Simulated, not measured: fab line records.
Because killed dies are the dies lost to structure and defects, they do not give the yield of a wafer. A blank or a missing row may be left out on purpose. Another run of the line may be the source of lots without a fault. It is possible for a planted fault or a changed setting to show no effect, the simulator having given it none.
Code-filled problem report in 8D (eight disciplines) form	flow gf180mcu	the parts of the form that need people (team, actions taken, sign-off) are left out

1. PROBLEM STATEMENT
Mean LVPWELL_RS at GF_VT_IMPLANT_RS_MEAS_48: 1074.5 ohm/sq over 6 wafers in 2 lots; fault-free wafers: 1194.3 ohm/sq, standard deviation 2.8. That puts it -43 standard deviations away from the usual mean.
The step: measures by four-point-probe.
First seen on wafer L170.1, day 13 11:45, on film metro-02. At this step, 36 wafers from 12 lots have a number in the record. Rule for "out" (also "out of limits"): further than 4 standard deviations from the usual mean. The other wafers with a number count as sound.

2. WHAT THIS IS AND IS NOT
question	is	is not
which readings at this step	LVPWELL_RS	-
which lots	L170, L172	L151, L152, L154, L156, L157, L158, L160, L161, L162, L164
which wafers of those lots	all that have a number	-
read on which gauges	film metro-01, film metro-02	film metro-04
when	from day 13 11:45	up to then (30 sound wafers)

3. THE SUSPECTS, EACH WITH WHAT RULES IT OUT
Counting: a tool stays on the suspect list if, at a process step up to the reading, it processed all lots that are out and no sound lot following the first of them.
- the gauge at GF_VT_IMPLANT_RS_MEAS_48 is ruled out. Those wafers that are out were read across 2 gauges (film metro-01, film metro-02).
- implanter-04 at GF_LVPWELL_IMPLANT_09: kept. It processed each lot that is out, first L170 at day 8 13:38, and no sound lot thereafter; up to then, the last sound lot it processed was L164 at day 7 03:32. Out on those wafers are its own readings of dose ions cm2, faraday current uA.
- plasma asher-04 at GF_LVPWELL_STRIP_10 (strips in O2/N2): kept. It processed each lot that is out, first L170 at day 8 13:47, and no sound lot thereafter; up to then, the last sound lot it processed was L162 at day 6 20:16.
Left after counting: implanter-04 at GF_LVPWELL_IMPLANT_09, plasma asher-04 at GF_LVPWELL_STRIP_10.

4. THE CAUSE (what the simulator had put in)
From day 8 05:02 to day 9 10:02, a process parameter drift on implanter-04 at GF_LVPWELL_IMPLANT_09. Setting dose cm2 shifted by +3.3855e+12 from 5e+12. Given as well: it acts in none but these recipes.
After counting, 2 suspects remain, this tool included.

5. THE CHAIN OF EFFECTS, in route order
Rows list readings where the struck wafers' mean (over those with a number) sits beyond 3 standard deviations from the usual. Scope: only readings with a usual standard deviation given in the record; hours: median across lots of the time from each lot's start at the first step in this table that gives one to its start at this step; sigmas: change in usual standard deviations.
hours	step	reading	usual	on struck wafers	change	sigmas
0	GF_LVPWELL_IMPLANT_09	dose ions cm2	5e+12	8e+12	+3e+12	+99 or more
0	GF_LVPWELL_IMPLANT_09	faraday current uA	28.2	47.6	+19.4	+38
114	GF_VT_IMPLANT_RS_MEAS_48	LVPWELL_RS	1194.3 ohm/sq	1074.5	-119.8	-43
The process steps in it:
- GF_LVPWELL_IMPLANT_09

6. WHAT WOULD HAVE CAUGHT IT SOONER
Counted from the fault's start at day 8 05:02, it took 127 hours until the first out-of-limits reading at a measuring or inspecting step in this record, taken at day 13 11:45.
Tool's own readings at GF_LVPWELL_IMPLANT_09, dose ions cm2, faraday current uA: out on all struck wafers the step has rows for; an alarm limit on them would have tripped on the first.
By day 13 11:45, every lot that is out (2) had started GF_LVPWELL_IMPLANT_09 on implanter-04. Holding the tool at that point would not have protected any of them.
